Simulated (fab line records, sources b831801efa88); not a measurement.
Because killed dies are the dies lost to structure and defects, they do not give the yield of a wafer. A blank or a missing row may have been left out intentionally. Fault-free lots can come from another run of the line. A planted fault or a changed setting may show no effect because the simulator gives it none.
Matching of chambers :: flow gf180mcu :: GF_V5_CVD_02 on pecvd-01 has 3 sister chambers
The step deposits SiO2 from TEOS, target thk 1450 nm, time 163.28 s. 3 wafers are shown with their chamber, then 7 later ones without.

== EACH WAFER AND ITS CHAMBER ==
wafer: L088.4
chamber: 2
heater_power_w (W): 606

wafer: L091.2
chamber: 0
heater_power_w (W): 641

wafer: L091.4
chamber: 1
heater_power_w (W): 500

== WAFERS WHOSE CHAMBER IS MISSING ==
wafer: L091.5
heater_power_w (W): 511

wafer: L092.1
heater_power_w (W): 508

wafer: L092.2
heater_power_w (W): 612

wafer: L092.3
heater_power_w (W): 709

wafer: L095.2
heater_power_w (W): 561

wafer: L095.3
heater_power_w (W): 603

wafer: L095.4
heater_power_w (W): 638

== THE CHAMBER EACH PASSED THROUGH ==
wafer: L091.5
from the rows above: 1
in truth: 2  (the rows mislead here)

wafer: L092.1
from the rows above: 1
in truth: 1

wafer: L092.2
from the rows above: can't be placed: 2 or 0
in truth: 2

wafer: L092.3
from the rows above: can't be placed: 0 or 2
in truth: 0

wafer: L095.2
from the rows above: can't be placed: 2 or 1 or 0
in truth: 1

wafer: L095.3
from the rows above: can't be placed: 2 or 0
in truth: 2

wafer: L095.4
from the rows above: can't be placed: 0 or 2
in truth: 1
1 of 7 placed correctly. Not placeable from these rows: 5 (in 4, the candidates include the true chamber). Wrongly placed: 1.
How it was worked out, from the rows above alone: a wafer's distance from a chamber is the root of the sum, over the readings, of the square of ((its reading less the chamber's mean) divided by the reading's scatter). If the next closest chamber is less than 2 further off than the closest, the wafer can't be placed; otherwise it belongs to the closest. A chamber's mean is the mean of its shown wafers. The scatter (one wafer shown for each chamber): square how far every hidden wafer sits from the nearest shown wafer, average those squares and take the square root.
